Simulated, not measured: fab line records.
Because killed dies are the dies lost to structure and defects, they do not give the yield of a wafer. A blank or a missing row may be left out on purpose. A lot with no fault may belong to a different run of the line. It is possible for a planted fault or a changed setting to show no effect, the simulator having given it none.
What tool caused it? | flow gf180mcu | 6 lots with 18 wafers sampled at 4 steps, on a route of 602 steps

WHAT THE GAUGES SHOWED, per wafer
GF_VT_IMPLANT_TW_MEAS_21.
lot  | measured     | on            | VT_IMPLANT_2_TW
L315 | day 6 18:01  | film_metro-03 | 1203 1205 1209
L317 | day 7 07:05  | film_metro-04 | 1234 1228 1233
L319 | day 7 20:02  | film_metro-04 | 1529 1539 1536
L329 | day 10 11:41 | film_metro-02 | 1516 1515 1525
L332 | day 11 07:01 | film_metro-02 | 1208 1206 1208
L335 | day 11 23:50 | film_metro-02 | 1205 1215 1209

WHICH TOOL RAN EACH LOT (tool, then ch and the chambers of the sampled wafers, then the start)
lot  | GF_STI_ETCH_14                  | GF_VT_IMPLANT_IMPLANT_19        | GF_VT_IMPLANT_STRIP_20
L315 | rie_si-02 ch 2,3, day 2 11:14   | implanter-03 ch 0, day 6 17:47  | plasma_asher-01 ch 0,1, day 6 17:55
L317 | rie_si-02 ch 0,1, day 2 22:08   | implanter-01 ch 0, day 7 06:50  | plasma_asher-04 ch 0,1, day 7 06:58
L319 | rie_si-02 ch 0,1, day 3 08:35   | implanter-01 ch 0, day 7 19:28  | plasma_asher-01 ch 0,1, day 7 19:56
L329 | rie_si-01 ch 1,2,3, day 5 12:07 | implanter-03 ch 0, day 10 11:08 | plasma_asher-04 ch 0,1, day 10 11:35
L332 | rie_si-01 ch 0,2,3, day 6 03:14 | implanter-01 ch 0, day 11 06:46 | plasma_asher-03 ch 0,1, day 11 06:55
L335 | rie_si-01 ch 0,1,3, day 6 19:05 | implanter-04 ch 0, day 11 23:37 | plasma_asher-01 ch 0,1, day 11 23:44
- GF_STI_ETCH_14: etches Si in HBr/Cl2/O2, target depth 360 nm, time 102.9 s.
- GF_VT_IMPLANT_IMPLANT_19
- GF_VT_IMPLANT_STRIP_20: strips in O2/N2.

THE ANSWER, worked out from the rows above alone
Rule: usual is defined by the lots themselves. Put in order of their means at a reading, lots are off if they are a third of the lots or fewer, leave a main group of 4 or more, and stand apart from it by a gap of 3 or more times the standard deviation of the main group's means; of several such gaps the widest counts. A main group whose means are all the same, to the digits that the tables above print for the reading, isn't used. A lot without any number at a reading at which 4 lots or more have one is off too. All remaining lots with rows at the step are treated as sound.
Off: L319, L329, seen at GF_VT_IMPLANT_TW_MEAS_21 (VT_IMPLANT_2_TW). The main group has a mean of 1214 with a standard deviation of 11.
If a tool, at a process step before that reading, ran all the lots that are off and no sound lot after the first of them, it fits. Gauges at GF_VT_IMPLANT_TW_MEAS_21: tried the same way as those tools. Of those tried, none fits.

WHAT THE SIMULATOR PUT IN
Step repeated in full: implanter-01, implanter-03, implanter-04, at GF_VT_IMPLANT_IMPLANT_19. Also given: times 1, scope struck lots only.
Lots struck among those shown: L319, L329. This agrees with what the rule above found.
